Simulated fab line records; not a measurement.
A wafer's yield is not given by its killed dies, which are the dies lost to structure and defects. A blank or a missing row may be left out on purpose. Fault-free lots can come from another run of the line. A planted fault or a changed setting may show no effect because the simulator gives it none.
Problem report, 8D (eight disciplines) form, completed by code	flow gf180mcu	the parts of the form that need people (team, actions taken, sign-off) are left out

== 1. WHAT IS WRONG ==
Across 6 wafers from 2 lots, NSD_RS at GF_PSD_RS_MEAS_14 averages 42.12 ohm/sq, while fault-free wafers read 46.14 ohm/sq with a standard deviation of 0.082. Measured from the usual mean, that is -49 standard deviations.
The step: measures by four-point-probe.
The first sign was on wafer L274.1 at day 20 21:59, on film-metro-01. The record has a number at this step for 36 wafers belonging to 12 lots. Rule for "out" (also "out of limits"): further than 4 standard deviations from the usual mean. Any other wafer with a number is counted as sound.

== 2. WHAT IT IS, WHAT IT ISN'T ==
question	is	is not
which readings at this step	NSD_RS	-
which lots	L274, L276	L255, L257, L259, L261, L262, L263, L266, L268, L277, L278
which wafers of those lots	all that have a number	-
read on which gauges	film-metro-01, film-metro-04	film-metro-02
when	from day 20 21:59	up to then (24 sound wafers); but 6 sound wafers of L277, L278 came after

== 3. WHAT RULES OUT EACH SUSPECT ==
Counting: a tool stays on the suspect list if, at a process step up to the reading, it processed all lots that are out and no sound lot following the first of them.
- ruled out: the gauge at GF_PSD_RS_MEAS_14. Those wafers that are out were read across 2 gauges (film-metro-01, film-metro-04).
- rtp-anneal-02 at GF_PSD_RTA_13 (time 20 s): kept. Every lot that is out went through it, starting with L274 (day 20 21:54), and after that it ran no sound lot; the last sound lot it ran before then is L268 (day 18 22:58). Its own readings are out on those wafers: run-length-s.
Left after counting: rtp-anneal-02 at GF_PSD_RTA_13.

== 4. THE CAUSE (what the simulator had put in) ==
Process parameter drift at GF_PSD_RTA_13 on rtp-anneal-02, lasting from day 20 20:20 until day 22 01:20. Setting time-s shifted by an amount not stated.
This tool alone remained once counting was done.

== 5. THE CHAIN OF EFFECTS, in route order ==
Each row: a reading where the mean over the struck wafers with a number is more than 3 standard deviations away from the usual. Readings are gone through only where the record gives a usual standard deviation; hours: the median, over the lots, of the time from a lot's start at the first step in this table giving one to that lot's start at this step; sigmas: the change measured in usual standard deviations.
hours	step	reading	usual	on struck wafers	change	sigmas
0	GF_PSD_RTA_13	run-length-s	49.1 s	71.7	+22.6	+49
0	GF_PSD_RS_MEAS_14	NSD_RS	46.14 ohm/sq	42.12	-4.02	-49
0	GF_PSD_RS_MEAS_15	PSD_RS	108.63 ohm/sq	101.55	-7.08	-27
Here are the process steps it includes:
- GF_PSD_RTA_13: time 20 s.
Later measuring or inspecting steps at which every struck wafer that the step has a row for has a number for every such reading, and none has moved that far: GF_SALICIDE_RS_MEAS_04, GF_CONTACT_BOW_MEAS_05.

== 6. HOW IT WOULD HAVE BEEN CAUGHT EARLIER ==
Counted from the fault's start at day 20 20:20, it took 2 hours until the first out-of-limits reading at a measuring or inspecting step in this record, taken at day 20 21:59.
Tool's own readings at GF_PSD_RTA_13, run-length-s: out on all struck wafers the step has rows for; an alarm limit on them would have tripped on the first.
Among the 2 lots that are out, L276 began GF_PSD_RTA_13 on rtp-anneal-02 after day 20 21:59. Had the tool been put on hold then, it would have been spared.
